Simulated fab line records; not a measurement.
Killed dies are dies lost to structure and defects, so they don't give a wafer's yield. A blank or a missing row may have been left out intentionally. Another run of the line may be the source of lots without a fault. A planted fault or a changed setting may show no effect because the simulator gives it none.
fab line records    flow sky130
[record] lots = 5  wafers = 15  lastDay = 49
route steps=708 shown VT_ADJUST_LVTN@100
lots untouched by any fault: they come from a run of this same line in which no faults occurred
startH: the number of hours between the record's first day and the start of the first shown wafer of the lot    waitH: hours elapsed since this lot's preceding step    " repeats the value in the row above    L1.1+2: a row that stands for several wafers    - no value, or no start was given    * or withheld: withheld    < > ~ a bound
route shown NAME@n: NAME is a module with steps in the file, n the number in the route of the first one    usual: mean/standard deviation taken from wafers without a fault    same: alike in all rows    chamber/n: place in a boat    sites: the reading at each site    _std_site: the values' standard deviation    _edge_site: mean of outer sites minus mean of inner sites    radiusMm: how far each site lies from the wafer's centre    mask NAME#n: copy n    behind: the most recent tool/chamber to have shaped the wafer    hold: the reason the lot was held/the length of the hold in hours/how it ended    device: whichever transistor did not switch (one of n, p or np)    end of line: the route-end tests of the same wafers    where a step has no rows: the recipe by itself    killed: not the wafer's yield, but the dies lost to structure and defects at the first sort    map: per-die view of a wafer (x killed, . not killed, _ where there is no die)
set.NAME: the setting that was run; set.NAME@STEP: the one run at that earlier step    model.NAME: the simulator's own value behind a step, which no gauge read
certain route steps with their lots: each step a table, each wafer a row
services: when a tool's chamber went out of use (startH, in hours from the record's first day, below 0 if earlier), for how many hours, and the reason
[[steps]]
[step SKY_VT_ADJUST_LVTN_SOFTBAKE_03]
[recipe] tempC = 110  timeS = withheld
[step SKY_VT_ADJUST_LVTN_EXPOSE_04]
[recipe] maskId = NWM_COMPLEMENT_LESS_NATIVE  na = 0.6  sourceShape = conventional  sigmaOuter = 0.6  polarization = unpolarized  targetCdNm = 840  doseMj = 194
[step SKY_VT_ADJUST_LVTN_PEB_05]
[recipe] tempC = 115  timeS = withheld
[step SKY_VT_ADJUST_LVTN_DEVELOP_06]
[recipe] wallAngleDeg = 90  developer = TMAH  developTimeS = 60  devTempC = 23
[step SKY_VT_ADJUST_LVTN_OVL_MEAS_07]
[usual] VT_ADJUST_LVTN_OVL = -0.1/1.5
lot.wafer  tool        chamber  startH  waitH  VT_ADJUST_LVTN_OVL[nm]
L718.1     overlay-02  -        141.87  -      0.2
L718.2     "           -        "       "      0.1
L718.4     "           -        "       "      0.2
L722.1     overlay-01  -        183.12  -      1.5
L722.2     "           -        "       "      1.7
L722.3     "           -        "       "      0.5
L732.1     overlay-02  -        243.59  -      -0.4
L732.2     "           -        "       "      -0.9
L732.3     "           -        "       "      -1.5
L733.2     overlay-01  -        249.85  -      -0.6
L733.3     "           -        "       "      -0.4
L733.5     "           -        "       "      -1.5
L736.1     overlay-01  -        269.17  -      0.5
L736.2     "           -        "       "      1.4
L736.4     "           -        "       "      1.0
[step SKY_VT_ADJUST_LVTN_IMPLANT_08]
[recipe] species = B  energyKev = 30  doseCm2 = 1.57e+12  tiltDeg = withheld
[step SKY_VT_ADJUST_LVTN_STRIP_09]
[recipe] chemistry = O2/N2  powerW = 1400  pressureMtorr = 1500  platenTempC = withheld  o2FlowSccm = 3000  n2FlowSccm = 300  overashFraction = 0.5
[usual] drypumpMotorCurrentA = 5.9/0.56  oesProductAu = 0.723/0.0044  stripTimeToEndpointS = 36.86/0.13
lot.wafer  tool            chamber  startH  waitH  drypumpMotorCurrentA  oesProductAu  rfHoursCounterH  stripTimeToEndpointS
L718.1     plasmaAsher-01  0        142.05  0.1    5.6                   0.717         42               36.74
L718.2     "               1        "       "      6.4                   0.719         42               36.72
L718.4     "               0        "       "      5.6                   0.718         -                36.67
L722.1     plasmaAsher-02  0        183.30  0.1    5.3                   0.727         38               36.78
L722.2     "               1        "       "      6.6                   0.716         38               36.73
L722.3     "               1        "       "      6.6                   0.720         -                36.73
L732.1     plasmaAsher-01  0        243.77  0.1    5.6                   0.725         52               36.67
L732.2     "               1        "       "      6.5                   0.724         52               36.81
L732.3     "               0        "       "      5.6                   0.722         -                36.66
L733.2     plasmaAsher-03  1        250.03  0.1    6.0                   0.721         13               37.22
L733.3     "               0        "       "      5.0                   0.732         -                37.07
L733.5     "               1        "       "      6.0                   0.717         -                37.15
L736.1     plasmaAsher-01  0        269.35  0.1    5.6                   0.724         54               36.83
L736.2     "               1        "       "      6.4                   0.722         54               36.76
L736.4     "               0        "       "      5.6                   0.726         -                36.71
[step SKY_VT_ADJUST_LVTN_TW_MEAS_10]
[usual] VT_ADJUST_LVTN_TW = 241.8/1.2
lot.wafer  tool          chamber  startH  waitH  VT_ADJUST_LVTN_TW
L718.1     filmMetro-01  -        142.15  0.1    241.1
L718.2     "             -        "       "      242.0
L718.4     "             -        "       "      241.8
L722.1     filmMetro-01  -        183.40  0.1    241.0
L722.2     "             -        "       "      241.8
L722.3     "             -        "       "      239.9
L732.1     filmMetro-01  -        243.87  0.1    242.2
L732.2     "             -        "       "      243.0
L732.3     "             -        "       "      243.1
L733.2     filmMetro-04  -        250.14  0.1    242.4
L733.3     "             -        "       "      242.5
L733.5     "             -        "       "      243.3
L736.1     filmMetro-03  -        269.45  0.1    241.6
L736.2     "             -        "       "      239.9
L736.4     "             -        "       "      240.8
[step SKY_VT_ADJUST_LVTN_DEHYDRATE_11]
[recipe] tempC = 200  timeS = 60
[step SKY_VT_ADJUST_LVTN_HMDS_12]
[recipe] primeTimeS = 60  primeTempC = 120
[step SKY_VT_ADJUST_LVTN_COAT_13]
[recipe] resist = NOVOLAK  spinRpm = 3000  resistThkNm = 1140
[step SKY_VT_ADJUST_LVTN_SOFTBAKE_14]
[recipe] tempC = 90  timeS = 60  resist = NOVOLAK
[step SKY_VT_ADJUST_LVTN_EXPOSE_15]
[recipe] maskId = HVN_STD_DERIVED  na = 0.6  sourceShape = conventional  sigmaOuter = 0.6  polarization = unpolarized  targetCdNm = 600  doseMj = 163
lot.wafer   tool             chamber  startH  waitH  mask
L718.1+2+4  ilineStepper-01  0        151.97  -      HVN_STD_DERIVED#0
L722.1+2+3  ilineStepper-01  0        194.49  -      HVTPM#0
L732.1+2+3  ilineStepper-01  0        255.17  -      HVN_STD_DERIVED#0
L733.2+3+5  ilineStepper-01  0        261.61  -      HVN_STD_DERIVED#0
L736.1+2+4  ilineStepper-01  0        282.07  -      HVN_STD_DERIVED#0
[step SKY_VT_ADJUST_LVTN_PEB_16]
[recipe] tempC = withheld  timeS = *  resist = NOVOLAK
[step SKY_VT_ADJUST_LVTN_DEVELOP_17]
[recipe] resist = NOVOLAK  developer = TMAH  developTimeS = 60  devTempC = 23
[step SKY_VT_ADJUST_LVTN_OVL_MEAS_18]
[usual] VT_ADJUST_LVTN_01_OVL = 0.6/1.2
lot.wafer  tool        chamber  startH  waitH  VT_ADJUST_LVTN_01_OVL[nm]
L718.1     overlay-02  -        161.67  0.1    -0.7
L718.2     "           -        "       "      -0.6
L718.4     "           -        "       "      -1.3
L722.1     overlay-01  -        204.47  0.1    -
L722.2     "           -        "       "      -
L722.3     "           -        "       "      -
L732.1     overlay-02  -        267.02  0.1    2.1
L732.2     "           -        "       "      -0.6
L732.3     "           -        "       "      -1.4
L733.2     overlay-02  -        273.99  0.1    0.9
L733.3     "           -        "       "      2.0
L733.5     "           -        "       "      0.1
L736.1     overlay-02  -        294.22  0.1    0.9
L736.2     "           -        "       "      0.8
L736.4     "           -        "       "      1.4
[step SKY_VT_ADJUST_LVTN_IMPLANT_19]
[recipe] species = B  energyKev = 30  doseCm2 = 6.5e+11  tiltDeg = withheld
[step SKY_VT_ADJUST_LVTN_STRIP_20]
[recipe] chemistry = O2/N2  powerW = 1400  pressureMtorr = 1500  platenTempC = withheld  o2FlowSccm = 3000  n2FlowSccm = 300  overashFraction = 0.5
[usual] drypumpMotorCurrentA = 5.8/0.59  oesProductAu = 0.716/0.0046  stripTimeToEndpointS = 14.17/0.044
lot.wafer  tool            chamber  startH  waitH  drypumpMotorCurrentA  oesProductAu  rfHoursCounterH  stripTimeToEndpointS
L718.1     plasmaAsher-03  1        161.85  0.1    6.0                   0.716         4                14.17
L718.2     "               0        "       "      5.0                   0.720         4                14.19
L718.4     "               1        "       "      6.0                   0.714         -                14.18
L722.1     plasmaAsher-03  0        204.65  0.1    5.0                   0.719         8                14.16
L722.2     "               1        "       "      6.0                   0.718         8                14.13
L722.3     "               1        "       "      6.0                   0.716         -                14.13
L732.1     plasmaAsher-02  1        267.20  0.1    6.6                   0.712         46               14.15
L732.2     "               0        "       "      5.3                   0.718         46               14.16
L732.3     "               0        "       "      5.3                   0.708         -                14.15
L733.2     plasmaAsher-02  1        274.17  0.1    6.7                   0.716         47               14.11
L733.3     "               0        "       "      5.3                   0.719         -                14.13
L733.5     "               1        "       "      6.6                   0.712         -                14.12
L736.1     plasmaAsher-03  1        294.40  0.1    6.0                   0.709         17               14.14
L736.2     "               0        "       "      4.9                   0.715         17               14.14
L736.4     "               0        "       "      5.0                   0.711         -                14.15
[step SKY_VT_ADJUST_LVTN_TW_MEAS_21]
[usual] VT_ADJUST_LVTN_2_TW = 188.1/0.9
lot.wafer  tool          chamber  startH  waitH  hold                     VT_ADJUST_LVTN_2_TW
L718.1     filmMetro-04  -        161.95  0.1    -                        189.1
L718.2     "             -        "       "      -                        188.8
L718.4     "             -        "       "      -                        188.4
L722.1     filmMetro-01  -        204.75  0.1    awaitDispo/0.2h/release  30.0
L722.2     "             -        "       "      awaitDispo/0.2h/release  30.0
L722.3     "             -        "       "      awaitDispo/0.2h/release  30.3
L722.1     filmMetro-01  -        205.02  0.3    -                        29.9
L722.2     "             -        "       "      -                        30.1
L722.3     "             -        "       "      -                        30.0
L732.1     filmMetro-03  -        267.30  0.1    -                        187.5
L732.2     "             -        "       "      -                        187.3
L732.3     "             -        "       "      -                        187.0
L733.2     filmMetro-01  -        274.28  0.1    -                        188.8
L733.3     "             -        "       "      -                        188.3
L733.5     "             -        "       "      -                        188.9
L736.1     filmMetro-04  -        294.50  0.1    -                        187.8
L736.2     "             -        "       "      -                        188.1
L736.4     "             -        "       "      -                        187.0
[[services]]
tool             chamber  startH  hours  kind
ilineStepper-01  -        167.61  1.7    pm
ilineStepper-01  -        167.72  0.8    repair
plasmaAsher-01   -        171.03  2.8    pm
plasmaAsher-03   -        192.72  4.5    repair
plasmaAsher-01   -        212.75  12.0   repair
plasmaAsher-03   -        234.28  2.2    repair
[[key]]
[firstSign] step = SKY_VT_ADJUST_LVTN_EXPOSE_15  reading = mask  direction = changed
[effect] step = SKY_VT_ADJUST_LVTN_OVL_MEAS_18  reading = VT_ADJUST_LVTN_01_OVL  direction = missing
[effect] step = SKY_VT_ADJUST_LVTN_TW_MEAS_21  reading = visit  direction = added
[effect] step = SKY_VT_ADJUST_LVTN_TW_MEAS_21  reading = VT_ADJUST_LVTN_2_TW  direction = down  sigmas = 99+  usual = 188.1  struck = 30.1
metAt SKY_VT_ADJUST_LVTN_EXPOSE_15
struckWafers L722.1,L722.2,L722.3
scrappedBehind SKY_VT_ADJUST_LVTN_TW_MEAS_21 L722.1,L722.2,L722.3
onsetBetween 151.97 194.49
[fault] kind = wrongMask  tool = any  chamber = -  onsetH = 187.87  steps = SKY_VT_ADJUST_LVTN_EXPOSE_15  auxCopy = HVTPM#0  scope = struckLotsOnly
